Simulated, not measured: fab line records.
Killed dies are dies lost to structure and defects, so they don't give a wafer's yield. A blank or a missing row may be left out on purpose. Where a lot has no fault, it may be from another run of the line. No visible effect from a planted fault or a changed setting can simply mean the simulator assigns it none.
Which tool is to blame?    flow gf180mcu    at 1 step of a route of 602, 13 lots with 39 wafers sampled

== WHAT EACH GAUGE READ, for each wafer ==
GF_MIM_THK_MEAS_06.
lot   measured      on             MIM_CVD_05_THK (nm)
L806  day 24 07:29  film-metro-01  42.4 42.5 42.6
L807  day 25 04:46  film-metro-04  42.3 41.8 42.6
L808  day 25 07:01  film-metro-03  42.4 42.3 43.3
L809  day 25 09:32  film-metro-04  41.7 43.3 43.0
L810  day 26 04:20  film-metro-01  42.0 43.0 42.9
L812  day 26 14:23  film-metro-01  41.5 42.6 42.3
L814  day 27 08:01  film-metro-01  41.8 41.5 42.1
L815  day 27 19:03  film-metro-04  42.4 42.0 42.3
L816  day 27 22:20  film-metro-01  42.3 42.1 42.5
L817  day 28 06:13  film-metro-03  41.5 43.0 42.9
L818  day 28 13:31  film-metro-03  40.7 41.8 41.6
L820  day 29 01:24  film-metro-03  41.8 41.9 41.9
L824  day 30 05:23  film-metro-03  42.1 42.8 42.4

== TOOL THAT RAN EACH LOT (tool first, then ch and the chambers of the sampled wafers, then the start) ==
The record shows no process step preceding these readings.

== AS READ BY THE TOOLS THEMSELVES (means over the sampled wafers that have a number; for cases with no such wafer, the mark the record gives instead) ==
The record holds no such reading with a usual standard deviation.

== THE ANSWER, worked out from the rows above alone ==
Rule: usual is defined by the lots themselves. The widest of any qualifying gaps counts: lots, ordered by their means at a reading, are off when they make up no more than a third of the lots, leave a main group of 4 or more, and stand apart from it by 3 or more times the standard deviation of that group's means. A main group is skipped when, at the precision printed for the reading in the tables above, its means are all equal. A lot without any number at a reading at which 4 lots or more have one is off too. All remaining lots with rows at the step are treated as sound. The gauges are gone through in route order, then the tools' own readings, and for those a lot's mean is taken as printed above. At the first step where some lot is off, the reading lying furthest off is the one used; lots without a number count as furthest.
Across all readings shown, no lot is off: no conclusion can be drawn from this.

== WHAT HAD BEEN PUT IN BY THE SIMULATOR ==
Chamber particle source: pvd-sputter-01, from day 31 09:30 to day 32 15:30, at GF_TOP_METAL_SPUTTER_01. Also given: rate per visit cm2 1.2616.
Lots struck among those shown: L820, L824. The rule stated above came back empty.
